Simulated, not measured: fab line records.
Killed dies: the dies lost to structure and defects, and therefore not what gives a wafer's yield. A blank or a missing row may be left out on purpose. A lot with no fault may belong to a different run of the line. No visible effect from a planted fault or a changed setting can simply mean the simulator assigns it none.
fab line records    flow sky130
record: lots: 13  wafers: 39  last_day: 50
route steps=708 shown FIELD_ISO@15 SONOS_ONO@173 POLY_GATE@228 LDD_N@254
lots with no fault: from the same line, run without faults
start_h: hours from the record's opening day to when the first of the lot's shown wafers began    wait_h: time in hours since the lot's previous step    " as in the row above    L1.1+2: several wafers, shown together as one row    - either no value or no given start    * or withheld: withheld    < > ~ a bound
route shown NAME@n: names a module that has steps shown in the file, with the first one's number in the route    usual: average and standard deviation across the fault-free wafers    same: alike in all rows    chamber/n: place in a boat    sites: each site's reading    _std_site: standard deviation across them    _edge_site: the outer-site mean with the inner-site mean subtracted    radius_mm: how far each site lies from the wafer's centre    mask NAME#n: copy n    behind: the tool/chamber that last shaped the wafer    hold: reason for holding the lot/hours on hold/outcome of the hold    device: names the non-switching transistor (n, p or np)    end of line: tests run on the same wafers once the route is complete    a step with no rows: only its recipe    killed: count of dies lost to structure and defects at first sort (not the wafer's yield)    map: dies across one wafer; x = killed, . = not, _ = none there
set.NAME: the run value of the setting; set.NAME@STEP: its run value at that earlier step    model.NAME: the simulator's own value behind a step, which no gauge read
route steps across a sampled set of lots; one table per step, one row per wafer
services: when a tool's chamber went out of use (start_h, in hours from the record's first day, below 0 if earlier), for how many hours, and the reason
== steps ==
step: SKY_FIELD_ISO_ETCH_14
recipe: chemistry: N2/H2  target: BARC  ion_energy_ev: 200  source_w: 500  bias_w: 100  pressure_mtorr: 30  n2_flow_sccm: 100  h2_flow_sccm: 200  stop_on: SiO2  time_s: 45.9  target_depth_a: 600
usual: bias_w: 100.0/0.32  drypump_motor_current_A: 5.7/0.42  oes_product_au: 0.854/0.0045  throttle_valve_pct: 13.224/0.009
lot.wafer  tool         chamber  start_h  wait_h  bias_w  drypump_motor_current_A  oes_product_au  rf_hours_counter_h  throttle_valve_pct
L398.3     rie_diel-02  0        36.29    0.1     100.3   5.8                      0.858           48                  13.235
L398.4     "            2        "        "       100.0   6.0                      0.854           81                  13.212
L398.6     "            2        "        "       100.0   6.0                      0.854           -                   13.228
L400.1     rie_diel-04  1        42.06    0.1     99.7    5.5                      0.858           162                 13.231
L400.4     "            0        "        "       99.6    5.6                      0.860           56                  13.231
L400.6     "            3        "        "       99.6    6.7                      0.859           -                   13.215
L401.2     rie_diel-02  3        44.14    0.1     99.7    6.0                      0.847           50                  13.229
L401.3     "            2        "        "       100.4   6.0                      0.859           81                  13.222
L401.6     "            1        "        "       100.3   6.3                      0.851           -                   13.225
L403.1     rie_diel-03  0        54.41    0.1     100.1   5.7                      0.851           4                   13.212
L403.3     "            2        "        "       100.1   5.1                      0.851           26                  13.237
L403.5     "            2        "        "       99.1    5.1                      0.850           -                   13.216
L405.1     rie_diel-04  0        64.65    0.1     99.6    5.6                      0.852           56                  13.216
L405.2     "            3        "        "       100.2   6.7                      0.849           159                 13.228
L405.5     "            3        "        "       100.1   6.7                      0.855           -                   13.234
L407.1     rie_diel-03  0        76.44    0.1     99.8    5.7                      0.858           4                   13.220
L407.3     "            2        "        "       100.8   5.1                      0.855           26                  13.225
L407.5     "            0        "        "       100.1   5.7                      0.849           -                   13.218
L408.1     rie_diel-02  3        79.64    0.1     100.2   6.0                      0.853           51                  13.227
L408.2     "            1        "        "       100.2   6.3                      0.849           124                 13.223
L408.6     "            3        "        "       100.3   6.0                      0.848           -                   13.224
L409.1     rie_diel-04  1        89.19    0.1     99.9    5.5                      0.852           163                 13.220
L409.2     "            3        "        "       99.5    6.7                      0.855           159                 13.223
L409.3     "            0        "        "       100.7   5.6                      0.846           57                  13.230
L410.1     rie_diel-02  1        90.49    0.1     100.5   6.3                      0.858           124                 13.225
L410.4     "            0        "        "       100.3   5.8                      0.853           49                  13.239
L410.6     "            2        "        "       99.7    6.0                      0.857           -                   13.231
L413.2     rie_diel-03  3        105.46   0.1     99.7    5.1                      0.850           98                  13.232
L413.3     "            0        "        "       100.2   5.7                      0.860           5                   13.218
L413.6     "            0        "        "       100.1   5.7                      0.856           -                   13.230
L418.2     rie_diel-04  1        132.86   0.1     75.3    5.5                      0.852           0                   13.233
L418.3     "            2        "        "       100.3   5.6                      0.857           77                  13.231
L418.5     "            1        "        "       74.8    5.5                      0.854           -                   13.238
L420.1     rie_diel-04  2        142.89   0.1     100.2   5.6                      0.857           77                  13.213
L420.3     "            1        "        "       75.6    5.5                      0.849           0                   13.222
L420.4     "            2        "        "       99.9    5.6                      0.849           -                   13.239
L421.1     rie_diel-02  2        150.60   0.1     99.1    6.0                      0.857           83                  13.233
L421.2     "            3        "        "       99.7    6.0                      0.857           52                  13.221
L421.4     "            0        "        "       100.1   5.8                      0.849           50                  13.241
step: SKY_SONOS_ONO_THK_MEAS_05
recipe: reads: SiO2_of_SONOS_ONO_CVD_04
usual: SONOS_ONO_CVD_04_THK: 5.68/0.13
lot.wafer  tool           chamber  start_h  wait_h  SONOS_ONO_CVD_04_THK[nm]
L398.3     film_metro-04  -        268.42   0.1     5.77
L398.4     "              -        "        "       5.79
L398.6     "              -        "        "       5.76
L400.1     film_metro-01  -        272.63   0.0     5.72
L400.4     "              -        "        "       5.83
L400.6     "              -        "        "       5.85
L401.2     film_metro-03  -        272.64   0.0     5.52
L401.3     "              -        "        "       5.52
L401.6     "              -        "        "       5.56
L403.1     film_metro-04  -        289.78   0.0     5.65
L403.3     "              -        "        "       5.61
L403.5     "              -        "        "       5.68
L405.1     film_metro-04  -        313.56   0.0     5.57
L405.2     "              -        "        "       5.54
L405.5     "              -        "        "       5.45
L407.1     film_metro-03  -        338.12   0.0     5.74
L407.3     "              -        "        "       5.83
L407.5     "              -        "        "       5.70
L408.1     film_metro-04  -        338.12   0.0     5.82
L408.2     "              -        "        "       5.72
L408.6     "              -        "        "       5.75
L409.1     film_metro-04  -        348.91   0.0     5.87
L409.2     "              -        "        "       5.92
L409.3     "              -        "        "       5.91
L410.1     film_metro-04  -        355.83   0.0     5.54
L410.4     "              -        "        "       5.58
L410.6     "              -        "        "       5.70
L413.2     film_metro-03  -        370.85   0.0     5.87
L413.3     "              -        "        "       5.89
L413.6     "              -        "        "       5.82
L418.2     film_metro-03  -        413.22   0.0     5.82
L418.3     "              -        "        "       5.71
L418.5     "              -        "        "       5.86
L420.1     film_metro-04  -        431.82   0.0     5.50
L420.3     "              -        "        "       5.57
L420.4     "              -        "        "       5.55
L421.1     film_metro-04  -        436.32   0.0     5.61
L421.2     "              -        "        "       5.48
L421.4     "              -        "        "       5.49
step: SKY_POLY_GATE_OVL_MEAS_14
usual: POLY_GATE_OVL: -1/4.8
lot.wafer  tool        chamber  start_h  wait_h  POLY_GATE_OVL[nm]
L398.3     overlay-02  -        382.65   0.1     3
L398.4     "           -        "        "       -5
L398.6     "           -        "        "       -6
L400.1     overlay-01  -        386.28   0.1     -13
L400.4     "           -        "        "       -6
L400.6     "           -        "        "       -10
L401.2     overlay-01  -        389.62   0.1     0
L401.3     "           -        "        "       1
L401.6     "           -        "        "       2
L403.1     overlay-02  -        407.52   0.1     -9
L403.3     "           -        "        "       7
L403.5     "           -        "        "       -1
L405.1     overlay-01  -        435.66   0.1     3
L405.2     "           -        "        "       -3
L405.5     "           -        "        "       0
L408.1     overlay-02  -        464.13   0.1     4
L408.2     "           -        "        "       0
L408.6     "           -        "        "       2
L407.1     overlay-02  -        465.48   0.1     -2
L407.3     "           -        "        "       2
L407.5     "           -        "        "       -7
L409.1     overlay-01  -        475.02   0.1     -3
L409.2     "           -        "        "       -2
L409.3     "           -        "        "       0
L410.1     overlay-01  -        481.56   0.1     -7
L410.4     "           -        "        "       -6
L410.6     "           -        "        "       0
L413.2     overlay-02  -        501.29   0.1     -9
L413.3     "           -        "        "       -7
L413.6     "           -        "        "       -3
L418.2     overlay-02  -        541.03   0.1     -4
L418.3     "           -        "        "       -5
L418.5     "           -        "        "       -3
L420.1     overlay-02  -        562.23   0.1     11
L420.3     "           -        "        "       9
L420.4     "           -        "        "       4
L421.1     overlay-02  -        567.91   0.1     -1
L421.2     "           -        "        "       -3
L421.4     "           -        "        "       0
step: SKY_LDD_N_TW_MEAS_17
usual: LDD_N_TW: 2580/12
lot.wafer  tool           chamber  start_h  wait_h  LDD_N_TW
L398.3     film_metro-03  -        415.27   0.1     2593
L398.4     "              -        "        "       2601
L398.6     "              -        "        "       2593
L400.1     film_metro-04  -        419.58   0.1     2585
L400.4     "              -        "        "       2574
L400.6     "              -        "        "       2579
L401.2     film_metro-03  -        422.13   0.1     2601
L401.3     "              -        "        "       2575
L401.6     "              -        "        "       2574
L403.1     film_metro-04  -        440.67   0.1     2579
L403.3     "              -        "        "       2577
L403.5     "              -        "        "       2586
L405.1     film_metro-03  -        470.99   0.1     2600
L405.2     "              -        "        "       2577
L405.5     "              -        "        "       2591
L408.1     film_metro-04  -        498.83   0.1     2573
L408.2     "              -        "        "       2564
L408.6     "              -        "        "       2575
L407.1     film_metro-04  -        499.62   0.1     2558
L407.3     "              -        "        "       2562
L407.5     "              -        "        "       2562
L409.1     film_metro-01  -        508.97   0.1     2582
L409.2     "              -        "        "       2586
L409.3     "              -        "        "       2573
L410.1     film_metro-04  -        515.23   0.1     2593
L410.4     "              -        "        "       2596
L410.6     "              -        "        "       2592
L413.2     film_metro-03  -        534.14   0.1     2584
L413.3     "              -        "        "       2584
L413.6     "              -        "        "       2600
L418.2     film_metro-01  -        574.53   0.1     2590
L418.3     "              -        "        "       2579
L418.5     "              -        "        "       2586
L420.1     film_metro-01  -        594.97   0.1     2584
L420.3     "              -        "        "       2578
L420.4     "              -        "        "       2572
L421.1     film_metro-01  -        600.57   0.1     2561
L421.2     "              -        "        "       2563
L421.4     "              -        "        "       2582
== services ==
tool         chamber  start_h  hours  kind
rie_diel-04  -        46.29    1.1    repair
rie_diel-03  3        48.74    16.0   repair
rie_diel-03  1        64.75    -      clean
rie_diel-03  1        64.75    20.0   scheduled_down
rie_diel-03  1        64.75    20.0   vent_cycle
rie_diel-04  1        65.09    2.9    repair
rie_diel-04  1        90.50    11.9   repair
rie_diel-04  1        110.36   -      clean
rie_diel-04  1        110.36   21.7   scheduled_down
rie_diel-04  1        110.36   21.7   vent_cycle
rie_diel-04  3        132.03   -      clean
rie_diel-04  3        132.03   22.7   scheduled_down
rie_diel-04  3        132.03   22.7   vent_cycle
rie_diel-04  -        143.74   1.0    repair
rie_diel-03  2        149.71   7.3    repair
== key ==
first_sign: step: SKY_FIELD_ISO_ETCH_14  reading: bias_w  direction: down  sigmas: 77  usual: 100.0  struck: 75.2
effect none on later readings
met_at SKY_FIELD_ISO_ETCH_14
struck_lots L418,L420
struck_wafers L418.2,L418.5,L420.3
tester_left_out L418,L420
not_acting_at SKY_SONOS_ONO_THK_MEAS_05,SKY_POLY_GATE_OVL_MEAS_14,SKY_LDD_N_TW_MEAS_17
onset_between 89.19 132.86
fault: kind: process_parameter_drift  tool: rie_diel-04  chamber: 1  onset_h: 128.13  steps: SKY_FIELD_ISO_ETCH_14  channel: bias_w  offset: -24.626  shape: step  end_h: 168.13  acts_in: these_recipes_only  stated: 100
tester_left_out: of these lots the tester's yield and bins aren't shown, on N5 and GAA mostly nor the transistor test; their killed dies are dies lost to structure and defects alone, not to doping, threshold or leakage, so they don't give the yield
